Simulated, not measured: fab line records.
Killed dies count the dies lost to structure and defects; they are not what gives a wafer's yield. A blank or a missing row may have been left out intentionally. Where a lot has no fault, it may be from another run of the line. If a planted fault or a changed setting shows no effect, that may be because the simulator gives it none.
A struck lot beside a sound one -- flow sky130 -- 15 out of 708 route steps
Sound: wafers L997.1, L997.2, L997.3. Struck: wafer L103.5 (L103.2, L103.3, from the same lot, were not struck and are left out); the cause is given at the end.
Order at every step that has rows: each side's tool, ch and its chambers, its first start. Under that, the readings that differ: sound wafers -- struck wafers -- difference of the means -- sigmas: that difference in standard deviations of wafers without a fault.
alike: a reading whose means differ by less than 2 such deviations, as well as words and numbers matching on both sides. not compared: withheld readings; readings where some wafer has no value; bounds like >300 that might hide an equal value; numbers whose values overlap and for which the record gives no deviation.
A row with sigmas, a row that says differs or no value, or rows on one side alone: a step with any of these is where the two part. Numbers that don't overlap but have no deviation are shown without sigmas and don't part them. A reading missing from all wafers of one side parts the sides only when that side holds two or more wafers.

first, 4 steps without rows for these wafers: SKY_LDD_N_IMPLANT_12; SKY_LDD_N_IMPLANT_13; SKY_LDD_N_IMPLANT_14; SKY_LDD_N_IMPLANT_15.
SKY_LDD_N_STRIP_16: strips in O2/N2.
  sound on plasma-asher-01 ch 0,1, day 20 15:16; struck on plasma-asher-04 ch 0, day 22 21:11
  alike: chamber-pressure-mTorr, drypump-motor-current-A, o2-flow-sccm, oes-product-au, strip-time-to-endpoint-s
  not compared: rf-hours-counter-h
SKY_LDD_N_TW_MEAS_17:
  struck on film-metro-01, day 22 21:18; sound on film-metro-03, day 20 15:22
  alike: LDD_N_TW
then, 6 steps without rows for these wafers: SKY_LDD_P_DEHYDRATE_00 (time 60 s); SKY_LDD_P_HMDS_01 (prime time 60 s); SKY_LDD_P_COAT_02 (resist thk 1140 nm); SKY_LDD_P_SOFTBAKE_03 (time 60 s); SKY_LDD_P_EXPOSE_04 (exposes mask PSDM, target cd 380 nm); SKY_LDD_P_PEB_05.
SKY_LDD_P_DEVELOP_06: develop time 60 s.
  sound on litho-track-01 ch 0, day 21 22:04; struck on litho-track-02 ch 0, day 24 03:26
SKY_LDD_P_CD_MEAS_07: the cd target is 380 nm.
  struck on cd-sem-01, day 24 03:35; sound on cd-sem-01, day 21 22:13
reading,sound,struck,difference,sigmas
cd-nm (nm),374.7 376.8 375.8,388.7,+12.9,+6
SKY_LDD_P_OVL_MEAS_08:
  struck on overlay-02, day 24 03:41; sound on overlay-02, day 21 22:20
  alike: LDD_P_OVL

## WHERE THEY PART
Within this record, at SKY_LDD_P_CD_MEAS_07 only. Later steps at which nothing parts them and some readings are alike: SKY_LDD_P_OVL_MEAS_08.

WHY: the cause the simulator had injected
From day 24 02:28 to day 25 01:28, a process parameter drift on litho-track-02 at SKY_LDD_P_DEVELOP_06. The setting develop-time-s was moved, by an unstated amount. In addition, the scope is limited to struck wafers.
